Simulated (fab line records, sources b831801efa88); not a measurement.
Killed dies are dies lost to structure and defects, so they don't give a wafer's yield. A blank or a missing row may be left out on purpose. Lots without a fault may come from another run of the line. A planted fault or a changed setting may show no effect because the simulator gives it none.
A struck lot beside a sound one | flow sky130 | 15 steps out of a route of 708
Sound: wafers L560.2, L560.4, L560.5. Struck: wafer L552.2. (L552.3 of the same lot was not struck and is left out.) The cause comes at the end.
At each step with rows: each side's tool, then ch and its chambers, then its first start. Under that, the readings that differ: sound wafers | struck wafers | difference of the means | sigmas: that difference in standard deviations of wafers without a fault.
alike: readings whose means differ by less than 2 such deviations, and words and numbers that are the same on both sides. not compared: withheld readings, readings that some wafer has no value for, bounds like >300 that may hide the same value, and numbers for which the record gives no deviation and whose values overlap.
The two part at a step that has a row with sigmas, a row that says differs or no value, or rows on one side only. Numbers that don't overlap but have no deviation are shown without sigmas and don't part them. A reading that every wafer of one side lacks parts them only if that side has two wafers or more.

SKY_POLY_GATE_CD_MEAS_22:
  sound on cd_sem-02, day 23 21:38; struck on cd_sem-02, day 21 01:39
  alike: cd_nm
then, 7 steps without rows for these wafers: SKY_LDD_N_DEHYDRATE_00 (time 60 s); SKY_LDD_N_HMDS_01 (prime time 60 s); SKY_LDD_N_COAT_02 (resist thk 300 nm); SKY_LDD_N_SOFTBAKE_03 (time 60 s); SKY_LDD_N_EXPOSE_04 (exposes mask NTM, target cd 840 nm); SKY_LDD_N_PEB_05; SKY_LDD_N_DEVELOP_06 (develop time 60 s).
SKY_LDD_N_OVL_MEAS_07:
  sound on overlay-02, day 25 03:38; struck on overlay-01, day 22 09:16
  reading        | sound       | struck | difference | sigmas
  LDD_N_OVL (nm) | 3.2 2.3 3.8 | 0.4    | -2.7       | -2
then, 3 steps without rows for these wafers: SKY_LDD_N_IMPLANT_08; SKY_LDD_N_IMPLANT_09; SKY_LDD_N_IMPLANT_10.
SKY_LDD_N_IMPLANT_11:
  sound on implanter-04 ch 0, day 25 04:08; struck on implanter-01 ch 0, day 22 09:46
  reading            | sound           | struck | difference | sigmas
  beam_on_s (s)      | 10.05 9.68 9.92 | 12.24  | +2.36      | +12
  faraday_current_uA | 421 432 426     | 345    | -81        | -10
  alike: dose_ions_cm2
then, 1 step without rows for these wafers: SKY_LDD_N_IMPLANT_12.
-- the record jumps here: 26 days lie between the struck wafers' starts before and after (it left off in module LDD_N and takes up again in module PAD_OPEN, whose first step shown is number 708 of the route) --
SKY_PAD_OPEN_PROBE_99:
  sound on prober-02, day 50 10:44; struck on prober-02, day 48 20:51
  reading                     | sound             | struck | difference | sigmas
  model.etest.tip_n.rs_ohm_sq | 434.8 434.1 433.2 | 423    | -11        |
  alike: killed_at_M0_to_M3, killed_at_M4_up, killed_at_contacts, killed_at_front_end, killed_at_other, killed_dies, killed_open, killed_short

WHERE THEY PART
First at SKY_LDD_N_OVL_MEAS_07; last, within this record, at SKY_LDD_N_IMPLANT_11. Later steps at which nothing parts them and some readings are alike: SKY_PAD_OPEN_PROBE_99.

WHY: what the simulator had put in
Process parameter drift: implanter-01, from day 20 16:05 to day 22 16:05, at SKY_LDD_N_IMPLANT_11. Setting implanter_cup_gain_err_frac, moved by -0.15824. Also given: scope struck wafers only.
